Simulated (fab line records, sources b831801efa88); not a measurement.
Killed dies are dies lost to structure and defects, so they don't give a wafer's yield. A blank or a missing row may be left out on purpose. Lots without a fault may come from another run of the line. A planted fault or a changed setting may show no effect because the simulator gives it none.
fab line records | flow gf180mcu | part 1 of 2: steps 1 to 26 of 35
record lots=5 wafers=15 last_day=33
route steps=602 shown STI@18 DNWELL@32 NWELL@42
lots that met no fault: from a run of the same line without faults
start_h: hours from the record's first day to the start of the lot's first wafer shown | wait_h: hours since the lot's step before | " the same as in the row above | L1.1+2: a row that stands for several wafers | - no value, or no start given | * or withheld: withheld | < > ~ a bound
route shown NAME@n: a module of which the file shows steps, and the number in the route of the first | usual: mean/standard deviation of fault-free wafers | same: alike in all rows | chamber/n: place in a boat | sites: the reading at each site | _std_site: their standard deviation | _edge_site: outer sites' mean less inner sites' | radius_mm: how far each site lies from the wafer's centre | mask NAME#n: copy n | behind: the tool/chamber that last shaped the wafer | hold: why the lot was held/for how many hours/how that ended | device: the transistor (n, p or np) that didn't switch | end of line: the same wafers' tests at the end of the route | a step without rows: its recipe alone | killed: dies lost to structure and defects at the first sort, not the wafer's yield | map: a wafer's dies, x killed, . not, _ none there
set.NAME: the setting as run; set.NAME@STEP: as run at that earlier step | model.NAME: the simulator's own value behind a step, which no gauge read
lots at some steps of the route; a table a step, a row a wafer
services: from which hour (start_h, from the record's first day; less than 0 if before it) a tool's chamber was out of use, for how many hours, and why
## steps
# step GF_STI_WET_ETCH_17
# recipe chemistry=H3PO4 target_depth_nm=45 temp_c=160 target=Si3N4 time_s=514
# same time_s=514
# columns lot.wafer tool chamber start_h wait_h
L079.2+3+5 wet_bench-03 0 51.90 0.0
L081.3+4+5 wet_bench-04 0 61.64 0.0
L086.3+5+6 wet_bench-03 1 87.95 0.0
L091.2+3+6 wet_bench-04 0 114.90 0.0
L095.1+2+4 wet_bench-04 2 134.79 0.0
# step GF_STI_CLEAN_18
# recipe chemistry=SC1/SC2 mix=1:4:20 temp_c=70 time_s=150
# same time_s=150
# columns lot.wafer tool chamber start_h wait_h
L079.2+3+5 wet_bench-04 0 52.05 0.0
L081.3+4+5 wet_bench-02 2 61.81 0.0
L086.3+5+6 wet_bench-04 1 88.10 0.0
L091.2+3+6 wet_bench-03 0 115.06 0.0
L095.1+2+4 wet_bench-02 3 134.94 0.0
# step GF_STI_CLEAN_19
# recipe chemistry=dHF time_s=20 dilution=100:1
# same time_s=20
# columns lot.wafer tool chamber start_h wait_h
L079.2+3+5 wet_bench-02 0 52.10 0.0
L081.3+4+5 wet_bench-03 2 61.86 0.0
L086.3+5+6 wet_bench-03 2 88.15 0.0
L091.2+3+6 wet_bench-02 2 115.11 0.0
L095.1+2+4 wet_bench-04 1 134.99 0.0
# step GF_STI_WET_ETCH_20
# recipe chemistry=dHF dilution=100:1 target_depth_nm=20 temp_c=25 dry=ipa_marangoni target=SiO2 time_s=400
# same time_s=400
# columns lot.wafer tool chamber start_h wait_h
L079.2+3+5 wet_bench-03 0 52.11 0.0
L081.3+4+5 wet_bench-04 3 61.87 0.0
L086.3+5+6 wet_bench-02 2 88.17 0.0
L091.2+3+6 wet_bench-04 2 115.13 0.0
L095.1+2+4 wet_bench-02 0 135.01 0.0
# step GF_STI_OXIDATION_21
# recipe temp_c=1000 ambient=O2 stabilise_s=600 purge_s=300 target_thk_a=150 ox_time_s=458
# usual tube_center_temp_C_max=1002.6/0.39
# same ox_time_s=458
# columns lot.wafer tool chamber start_h wait_h tube_center_temp_C_max
L079.2 furnace-02 0 52.23 0.0 1002.4
L079.3 " 0 " " 1002.4
L079.5 " 0 " " 1002.8
L081.3 furnace-01 0 62.07 0.1 1002.5
L081.4 " 0 " " 1002.6
L081.5 " 0 " " 1002.3
L086.3 furnace-01 0 88.30 0.0 1003.0
L086.5 " 0 " " 1002.5
L086.6 " 0 " " 1002.8
L091.2 furnace-02 0 117.15 1.9 1002.4
L091.3 " 0 " " 1002.8
L091.6 " 0 " " 1002.3
L095.1 furnace-01 0 136.95 1.8 1002.4
L095.2 " 0 " " 1003.3
L095.4 " 0 " " 1002.0
# step GF_STI_THK_MEAS_22
# recipe reads=SiO2_of_STI_OXIDATION_21
# usual STI_OXIDATION_01_THK=15.16/0.28
# columns lot.wafer tool chamber start_h wait_h STI_OXIDATION_01_THK[nm]
L079.2 film_metro-03 - 53.37 0.0 15.01
L079.3 " - " " 15.04
L079.5 " - " " 14.95
L081.3 film_metro-01 - 63.21 0.0 14.92
L081.4 " - " " 14.84
L081.5 " - " " 14.93
L086.3 film_metro-04 - 89.45 0.0 15.10
L086.5 " - " " 15.19
L086.6 " - " " 15.15
L091.2 film_metro-03 - 118.28 0.0 15.31
L091.3 " - " " 15.51
L091.6 " - " " 15.86
L095.1 film_metro-03 - 138.07 0.0 15.08
L095.2 " - " " 15.44
L095.4 " - " " 15.54
# step GF_STI_CVD_23
# recipe material=SiO2 target_thk_nm=650 sigma_open_frac=0.3 time_s=108.3 temp_c=600 sih4_flow_sccm=60 pressure_mtorr=6
# same time_s=108.3
# columns lot.wafer tool chamber start_h wait_h
L079.2+3+5 hdpcvd-01 0,2,1 53.42 0.0
L081.3+4+5 hdpcvd-02 2,2,1 63.25 0.0
L086.3+5+6 hdpcvd-02 1,1,0 89.49 0.0
L091.2+3+6 hdpcvd-02 2,1,1 118.33 0.0
L095.1+2+4 hdpcvd-01 2,1,2 138.13 0.1
# step GF_STI_THK_MEAS_24
# recipe reads=SiO2_of_STI_CVD_23
# usual STI_CVD_23_THK=649/6.4
# columns lot.wafer tool chamber start_h wait_h STI_CVD_23_THK[nm]
L079.2 film_metro-03 - 53.51 0.0 655
L079.3 " - " " 648
L079.5 " - " " 641
L081.3 film_metro-04 - 63.35 0.1 652
L081.4 " - " " 660
L081.5 " - " " 658
L086.3 film_metro-03 - 89.58 0.1 634
L086.5 " - " " 642
L086.6 " - " " 646
L091.2 film_metro-04 - 118.42 0.0 643
L091.3 " - " " 646
L091.6 " - " " 644
L095.1 film_metro-01 - 138.21 0.0 650
L095.2 " - " " 649
L095.4 " - " " 656
# step GF_STI_CMP_25
# recipe stop_on=Si3N4 t_overpolish_s=33 down_force_psi=4 platen_rpm=60 target_thk_nm=524.6 pad_velocity_m_s=0.94248
# usual motor_current_A=11.7/1.1 overpolish_run_s=33.001/0.0089 time_to_endpoint_s=125/4.2
# columns lot.wafer tool chamber start_h wait_h motor_current_A overpolish_run_s time_to_endpoint_s
L079.2 cmp-01 0 53.56 0.0 10.2 32.993 127
L079.3 " 1 " " 11.2 33.002 119
L079.5 " 0 " " 9.9 33.005 115
L081.4 cmp-01 1 63.39 0.0 11.6 32.993 121
L081.3 " 3 " " 11.1 33.003 124
L081.5 " 1 " " 11.4 33.004 122
L086.3 cmp-02 2 89.62 0.0 13.6 33.002 122
L086.6 " 2 " " 12.7 32.993 121
L086.5 " 3 " " 10.4 32.991 127
L091.3 cmp-01 2 118.52 0.1 13.5 33.001 126
L091.2 " 0 " " 10.8 33.017 122
L091.6 " 1 " " 11.6 32.995 121
L095.1 cmp-01 2 138.27 0.1 13.1 32.987 133
L095.2 " 0 " " 10.9 33.004 128
L095.4 " 1 " " 11.5 33.003 130
# step GF_STI_WET_ETCH_26
# recipe chemistry=dHF target_depth_nm=94 target=SiO2 temp_c=25 dilution=10:1 time_s=188
# same time_s=188
# columns lot.wafer tool chamber start_h wait_h
L079.2+3+5 wet_bench-03 2 53.86 0.2
L081.3+4+5 wet_bench-03 3 63.69 0.1
L086.3+5+6 wet_bench-04 3 89.92 0.2
L091.2+3+6 wet_bench-03 2 118.77 0.1
L095.1+2+4 wet_bench-04 3 138.57 0.2
# step GF_STI_WET_ETCH_27
# recipe chemistry=H3PO4 target_depth_nm=160 target=Si3N4 temp_c=160 time_s=1825
# same time_s=1825
# columns lot.wafer tool chamber start_h wait_h
L079.2+3+5 wet_bench-04 2 53.92 0.0
L081.3+4+5 wet_bench-02 1 63.75 0.0
L086.3+5+6 wet_bench-03 3 89.99 0.0
L091.2+3+6 wet_bench-02 0 118.83 0.0
L095.1+2+4 wet_bench-03 2 138.63 0.0
# step GF_STI_WET_ETCH_28
# recipe chemistry=dHF target_depth_nm=20 dry=ipa_marangoni target=SiO2 temp_c=25 dilution=10:1 time_s=40
# same time_s=40
# columns lot.wafer tool chamber start_h wait_h
L079.2+3+5 wet_bench-02 1 54.43 0.0
L081.3+4+5 wet_bench-04 0 64.27 0.0
L086.3+5+6 wet_bench-02 2 90.55 0.0
L091.2+3+6 wet_bench-03 0 119.39 0.0
L095.1+2+4 wet_bench-04 0 139.15 0.0
# step GF_STI_OXIDATION_29
# recipe temp_c=900 ambient=O2 stabilise_s=600 purge_s=300 target_thk_a=100 ox_time_s=1418
# usual tube_center_temp_C_max=902.3/0.37
# same ox_time_s=1418
# columns lot.wafer tool chamber start_h wait_h tube_center_temp_C_max
L079.2 furnace-02 0 54.80 0.3 902.1
L079.3 " 0 " " 902.3
L079.5 " 0 " " 902.3
L081.3 furnace-02 0 64.29 0.0 903.1
L081.4 " 0 " " 901.7
L081.5 " 0 " " 902.3
L086.3 furnace-01 0 92.76 2.2 901.9
L086.5 " 0 " " 902.6
L086.6 " 0 " " 902.1
L091.2 furnace-02 0 120.15 0.7 902.5
L091.3 " 0 " " 902.5
L091.6 " 0 " " 902.9
L095.1 furnace-01 0 139.17 0.0 902.2
L095.2 " 0 " " 902.1
L095.4 " 0 " " 902.1
# step GF_STI_THK_MEAS_30
# recipe reads=SiO2_of_STI_OXIDATION_29
# usual STI_OXIDATION_02_THK=10.21/0.18
# columns lot.wafer tool chamber start_h wait_h STI_OXIDATION_02_THK[nm]
L079.2 film_metro-04 - 56.21 0.0 9.98
L079.3 " - " " 10.24
L079.5 " - " " 10.10
L081.3 film_metro-03 - 65.70 0.0 10.23
L081.4 " - " " 10.12
L081.5 " - " " 10.27
L086.3 film_metro-01 - 94.18 0.0 10.49
L086.5 " - " " 10.52
L086.6 " - " " 10.59
L091.2 film_metro-03 - 121.56 0.0 10.30
L091.3 " - " " 10.15
L091.6 " - " " 10.23
L095.1 film_metro-01 - 140.56 0.0 10.40
L095.2 " - " " 10.53
L095.4 " - " " 10.40
# step GF_DNWELL_DEHYDRATE_00
# recipe temp_c=200 time_s=60
# usual exhaust_pa=45.1/0.97 plate_temp_C=200.05/0.15 resist_line_temp_C=23.01/0.11
# same time_s=60
# columns lot.wafer tool chamber start_h wait_h exhaust_pa plate_temp_C resist_line_temp_C
L079.2 litho_track-01 0 61.96 5.7 45.7 199.90 23.05
L079.3 " 0 " " 45.2 200.02 23.11
L079.5 " 0 " " 44.9 200.02 23.21
L081.3 litho_track-04 0 71.44 5.7 45.6 200.05 23.10
L081.4 " 0 " " 44.7 199.87 23.02
L081.5 " 0 " " 44.3 200.05 23.00
L086.3 litho_track-01 0 101.04 6.8 45.2 199.88 23.03
L086.5 " 0 " " 44.7 200.00 23.06
L086.6 " 0 " " 44.8 199.67 23.09
L091.2 litho_track-04 0 128.91 7.3 45.4 199.84 22.90
L091.3 " 0 " " 46.1 200.17 22.80
L091.6 " 0 " " 45.8 199.95 22.90
L095.1 litho_track-02 0 148.18 7.6 42.8 200.01 23.05
L095.2 " 0 " " 44.9 199.99 22.95
L095.4 " 0 " " 44.6 199.96 22.82
# step GF_DNWELL_HMDS_01
# recipe prime_time_s=60 prime_temp_c=120
# usual exhaust_pa=45.1/0.88 resist_line_temp_C=23.00/0.11
# columns lot.wafer tool chamber start_h wait_h exhaust_pa resist_line_temp_C
L079.2 litho_track-01 0 62.11 0.1 45.3 22.85
L079.3 " 0 " " 46.0 22.93
L079.5 " 0 " " 44.4 22.93
L081.3 litho_track-04 0 71.59 0.1 45.4 23.08
L081.4 " 0 " " 46.1 23.13
L081.5 " 0 " " 44.4 22.95
L086.3 litho_track-01 0 101.19 0.1 44.3 23.16
L086.5 " 0 " " 43.6 22.86
L086.6 " 0 " " 44.4 22.98
L091.2 litho_track-04 0 129.06 0.1 44.8 23.09
L091.3 " 0 " " 45.5 23.10
L091.6 " 0 " " 45.0 23.09
L095.1 litho_track-02 0 148.33 0.1 45.1 22.82
L095.2 " 0 " " 46.6 22.85
L095.4 " 0 " " 45.1 22.91
# step GF_DNWELL_COAT_02
# recipe spin_rpm=1951 resist_thk_nm=3000
# usual exhaust_pa=45.0/0.9 resist_line_temp_C=23.01/0.11 spin_speed_rpm=1951.1/1.3
# columns lot.wafer tool chamber start_h wait_h exhaust_pa resist_line_temp_C spin_speed_rpm
L079.2 litho_track-01 0 62.26 0.1 42.9 23.02 1953.6
L079.3 " 0 " " 43.0 22.94 1950.5
L079.5 " 0 " " 43.8 23.05 1949.6
L081.3 litho_track-04 0 71.74 0.1 45.0 23.20 1951.9
L081.4 " 0 " " 45.6 22.96 1951.0
L081.5 " 0 " " 45.3 23.26 1951.4
L086.3 litho_track-01 0 101.34 0.1 46.3 23.17 1952.6
L086.5 " 0 " " 46.5 22.82 1950.4
L086.6 " 0 " " 46.4 22.89 1950.9
L091.2 litho_track-04 0 129.21 0.1 43.7 22.99 1951.9
L091.3 " 0 " " 41.8 23.00 1950.2
L091.6 " 0 " " 43.4 22.89 1950.4
L095.1 litho_track-02 0 148.48 0.1 44.4 22.93 1951.4
L095.2 " 0 " " 43.6 22.96 1953.6
L095.4 " 0 " " 44.2 23.05 1949.8
# step GF_DNWELL_SOFTBAKE_03
# recipe temp_c=110 time_s=withheld
# usual exhaust_pa=45.2/0.87 plate_temp_C=110.01/0.13 resist_line_temp_C=22.99/0.1
# columns lot.wafer tool chamber start_h wait_h exhaust_pa plate_temp_C resist_line_temp_C
L079.2 litho_track-01 0 62.42 0.1 45.7 109.88 22.94
L079.3 " 0 " " 44.6 109.85 23.06
L079.5 " 0 " " 44.6 109.99 22.98
L081.3 litho_track-04 0 71.91 0.1 45.3 110.04 23.00
L081.4 " 0 " " 46.6 110.11 22.98
L081.5 " 0 " " 45.5 110.09 22.91
L086.3 litho_track-01 0 101.50 0.1 45.9 110.25 22.85
L086.5 " 0 " " 44.7 110.06 23.04
L086.6 " 0 " " 44.6 109.98 22.96
L091.2 litho_track-04 0 129.37 0.1 46.0 109.90 23.11
L091.3 " 0 " " 44.4 110.03 22.99
L091.6 " 0 " " 44.0 110.12 22.91
L095.1 litho_track-02 0 148.63 0.1 44.8 109.69 22.95
L095.2 " 0 " " 46.1 109.92 23.08
L095.4 " 0 " " 44.8 110.00 23.05
# step GF_DNWELL_EXPOSE_04
# recipe mask_id=DNWELL target_cd_nm=1700 na=0.6 source_shape=conventional sigma_outer=0.6 dose_mj=260
# usual reticle_temp_C=23.00/0.11
# columns lot.wafer tool chamber start_h wait_h mask reticle_temp_C
L079.2 iline_stepper-02 0 - - DNWELL#0 23.03
L079.3 " 0 " " DNWELL#0 23.27
L079.5 " 0 " " DNWELL#0 23.05
L081.3 iline_stepper-02 0 - - DNWELL#0 22.97
L081.4 " 0 " " DNWELL#0 22.94
L081.5 " 0 " " DNWELL#0 23.05
L086.3 iline_stepper-01 0 - - DNWELL#0 23.07
L086.5 " 0 " " DNWELL#0 23.12
L086.6 " 0 " " DNWELL#0 23.18
L091.2 iline_stepper-01 0 - - DNWELL#0 23.22
L091.3 " 0 " " DNWELL#0 22.83
L091.6 " 0 " " DNWELL#0 22.94
L095.1 iline_stepper-01 0 - - DNWELL#0 23.16
L095.2 " 0 " " DNWELL#0 23.02
L095.4 " 0 " " DNWELL#0 23.12
# step GF_DNWELL_PEB_05
# recipe temp_c=115 time_s=withheld
# usual exhaust_pa=45.2/0.76 plate_temp_C=114.98/0.14 resist_line_temp_C=23.01/0.11
# columns lot.wafer tool chamber start_h wait_h exhaust_pa plate_temp_C resist_line_temp_C
L079.2 litho_track-04 0 - - 44.9 115.01 22.96
L079.3 " 0 " " 44.9 114.72 22.99
L079.5 " 0 " " 45.0 114.82 22.93
L081.3 litho_track-04 0 - - 45.9 114.94 23.04
L081.4 " 0 " " 43.6 114.94 23.11
L081.5 " 0 " " 44.6 114.79 23.25
L086.3 litho_track-01 0 - - 45.6 114.89 23.21
L086.5 " 0 " " 45.7 114.86 23.20
L086.6 " 0 " " 46.3 115.02 22.94
L091.2 litho_track-04 0 - - 44.5 114.83 23.25
L091.3 " 0 " " 46.2 114.80 23.14
L091.6 " 0 " " 46.3 114.78 23.11
L095.1 litho_track-01 0 - - 45.0 114.86 23.18
L095.2 " 0 " " 45.3 115.15 23.13
L095.4 " 0 " " 45.3 114.94 23.07
# step GF_DNWELL_DEVELOP_06
# recipe wall_angle_deg=90 develop_time_s=60 dev_temp_c=23
# usual exhaust_pa=44.9/0.77 resist_line_temp_C=22.98/0.11
# columns lot.wafer tool chamber start_h wait_h exhaust_pa resist_line_temp_C
L079.2 litho_track-04 0 - - 44.7 23.10
L079.3 " 0 " " 45.2 23.11
L079.5 " 0 " " 45.2 23.15
L081.3 litho_track-04 0 - - 44.5 22.85
L081.4 " 0 " " 44.5 22.75
L081.5 " 0 " " 44.8 22.75
L086.3 litho_track-01 0 - - 44.2 23.12
L086.5 " 0 " " 44.9 23.12
L086.6 " 0 " " 45.4 23.02
L091.2 litho_track-04 0 - - 45.3 23.00
L091.3 " 0 " " 45.9 23.00
L091.6 " 0 " " 43.7 22.87
L095.1 litho_track-01 0 - - 44.9 23.04
L095.2 " 0 " " 44.0 23.04
L095.4 " 0 " " 44.5 23.10
# step GF_DNWELL_IMPLANT_07
# recipe species=P energy_kev=1500 dose_cm2=1e+13 tilt_deg=0
# same implant_ion_amu=31
# columns lot.wafer tool chamber start_h wait_h
L079.2+3+5 implanter-03 0 69.11 -
L081.3+4+5 implanter-01 0 79.14 -
L086.3+5+6 implanter-03 0 108.34 -
L091.2+3+6 implanter-03 0 137.11 -
L095.1+2+4 implanter-02 0 156.23 -
# step GF_DNWELL_STRIP_08
# recipe chemistry=O2/N2 power_w=1400 pressure_mtorr=1500 platen_temp_c=250 o2_flow_sccm=3000 n2_flow_sccm=300 overash_fraction=0.5
# usual drypump_motor_current_A=5.46/0.2 heater_power_w=339/28 oes_product_au=0.723/0.005 strip_time_to_endpoint_s=37.44/0.11
# columns lot.wafer tool chamber start_h wait_h drypump_motor_current_A heater_power_w oes_product_au rf_hours_counter_h strip_time_to_endpoint_s
L079.2 plasma_asher-02 0 69.24 0.1 5.15 328 0.714 43 37.43
L079.3 " 1 " " 5.42 361 0.714 - 37.41
L079.5 " 1 " " 5.42 349 0.730 - 37.39
L081.3 plasma_asher-04 1 79.27 0.1 5.42 296 0.725 - 37.41
L081.4 " 0 " " 5.68 365 0.723 - 37.47
L081.5 " 0 " " 5.70 364 0.728 - 37.50
L086.3 plasma_asher-01 1 108.47 0.1 5.39 323 0.731 - 37.30
L086.5 " 0 " " 5.78 373 0.717 - 37.24
L086.6 " 1 " " 5.39 333 0.725 - 37.25
L091.2 plasma_asher-04 0 137.24 0.1 5.71 363 0.717 32 37.57
L091.3 " 1 " " 5.42 303 0.721 - 37.63
L091.6 " 0 " " 5.73 367 0.723 - 37.46
L095.1 plasma_asher-02 0 156.38 0.1 5.20 331 0.723 4 37.52
L095.2 " 1 " " 5.42 351 0.720 4 37.35
L095.4 " 1 " " 5.39 349 0.722 - 37.41
# step GF_DNWELL_TW_MEAS_09
# usual DNWELL_TW=1342/13
# columns lot.wafer tool chamber start_h wait_h DNWELL_TW
L079.2 film_metro-02 - 69.35 0.1 1342
L079.3 " - " " 1344
L079.5 " - " " 1339
L081.3 film_metro-01 - 79.36 0.1 1335
L081.4 " - " " 1329
L081.5 " - " " 1332
L086.3 film_metro-02 - 108.56 0.1 1336
L086.5 " - " " 1335
L086.6 " - " " 1324
L091.2 film_metro-03 - 137.35 0.1 1367
L091.3 " - " " 1371
L091.6 " - " " 1376
L095.1 film_metro-02 - 156.48 0.1 1333
L095.2 " - " " 1338
L095.4 " - " " 1334
# step GF_NWELL_DEHYDRATE_00
# recipe temp_c=200 time_s=60
# usual exhaust_pa=44.9/0.97 plate_temp_C=200.01/0.15 resist_line_temp_C=23.00/0.1
# same time_s=60
# columns lot.wafer tool chamber start_h wait_h exhaust_pa plate_temp_C resist_line_temp_C
L079.2 litho_track-03 0 74.83 5.5 44.7 200.07 23.04
L079.3 " 0 " " 44.4 200.18 22.96
L079.5 " 0 " " 44.1 200.03 22.97
L081.3 litho_track-04 0 85.84 6.5 45.3 199.99 23.03
L081.4 " 0 " " 45.5 199.99 23.16
L081.5 " 0 " " 45.0 199.93 22.95
L086.3 litho_track-01 0 115.59 7.0 44.9 199.85 23.03
L086.5 " 0 " " 47.6 200.08 23.03
L086.6 " 0 " " 45.2 199.95 23.11
L091.2 litho_track-04 0 144.31 7.0 44.3 200.16 22.98
L091.3 " 0 " " 43.4 199.90 23.00
L091.6 " 0 " " 44.0 200.18 22.83
L095.1 litho_track-03 0 163.95 7.5 44.4 199.97 22.86
L095.2 " 0 " " 44.6 199.70 22.94
L095.4 " 0 " " 44.9 199.89 22.88
# step GF_NWELL_HMDS_01
# recipe prime_time_s=60 prime_temp_c=120
# usual exhaust_pa=45.1/0.91 resist_line_temp_C=22.99/0.1
# columns lot.wafer tool chamber start_h wait_h exhaust_pa resist_line_temp_C
L079.2 litho_track-03 0 74.98 0.1 42.8 22.91
L079.3 " 0 " " 43.0 23.03
L079.5 " 0 " " 44.3 22.85
L081.3 litho_track-04 0 85.99 0.1 43.9 23.03
L081.4 " 0 " " 43.8 23.13
L081.5 " 0 " " 45.0 23.00
L086.3 litho_track-01 0 115.74 0.1 46.8 22.92
L086.5 " 0 " " 45.7 23.18
L086.6 " 0 " " 46.8 22.98
L091.2 litho_track-04 0 144.46 0.1 45.8 22.86
L091.3 " 0 " " 46.2 22.87
L091.6 " 0 " " 44.9 23.06
L095.1 litho_track-03 0 164.10 0.1 45.1 23.17
L095.2 " 0 " " 44.3 22.96
L095.4 " 0 " " 44.3 23.04
